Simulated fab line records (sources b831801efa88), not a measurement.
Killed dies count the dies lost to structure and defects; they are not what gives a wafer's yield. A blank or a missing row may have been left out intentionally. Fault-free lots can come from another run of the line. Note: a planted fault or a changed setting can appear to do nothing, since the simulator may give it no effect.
Chamber matching | flow gf180mcu | GF_MIM_CVD_05 on pecvd-01 has 3 sister chambers
The step deposits Si3N4, target thk 42 nm, time 29.086 s. 6 wafers are shown with their chamber, then 8 later ones without.

== WAFERS PAIRED WITH THEIR CHAMBERS ==
wafer  | chamber | heaterPowerW (W)
L536.5 | 0       | 739
L536.6 | 2       | 685
L538.4 | 1       | 664
L538.5 | 0       | 881
L538.6 | 2       | 667
L541.3 | 1       | 680

== WAFERS WITH NO CHAMBER GIVEN ==
wafer  | heaterPowerW (W)
L541.4 | 695
L541.5 | 812
L542.1 | 592
L542.3 | 713
L542.4 | 568
L552.2 | 671
L552.3 | 903
L552.4 | 713

== EACH ONE'S CHAMBER ==
wafer  | from the rows above          | in truth
L541.4 | can't be placed: 2 or 1 or 0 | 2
L541.5 | 0                            | 0
L542.1 | can't be placed: 1 or 2      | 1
L542.3 | can't be placed: 2 or 1 or 0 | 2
L542.4 | can't be placed: 1 or 2      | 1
L552.2 | can't be placed: 1 or 2      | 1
L552.3 | 0                            | 0
L552.4 | can't be placed: 2 or 1 or 0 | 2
Correctly placed: 2 of 8. Not placeable from these rows: 6 (in 6, the candidates include the true chamber). 0 placed wrongly.
How it was worked out, from the rows above alone: a wafer's distance from a chamber is the root of the sum, over the readings, of the square of ((its reading less the chamber's mean) divided by the reading's scatter). The wafer belongs to the nearest chamber; if the next one is less than 2 further off, it can't be placed. A chamber's mean is the mean of its shown wafers. How the scatter is found: for the shown wafers, subtract from each reading the mean of its chamber, square and add these, divide the total by (wafers less chambers), then take the root.
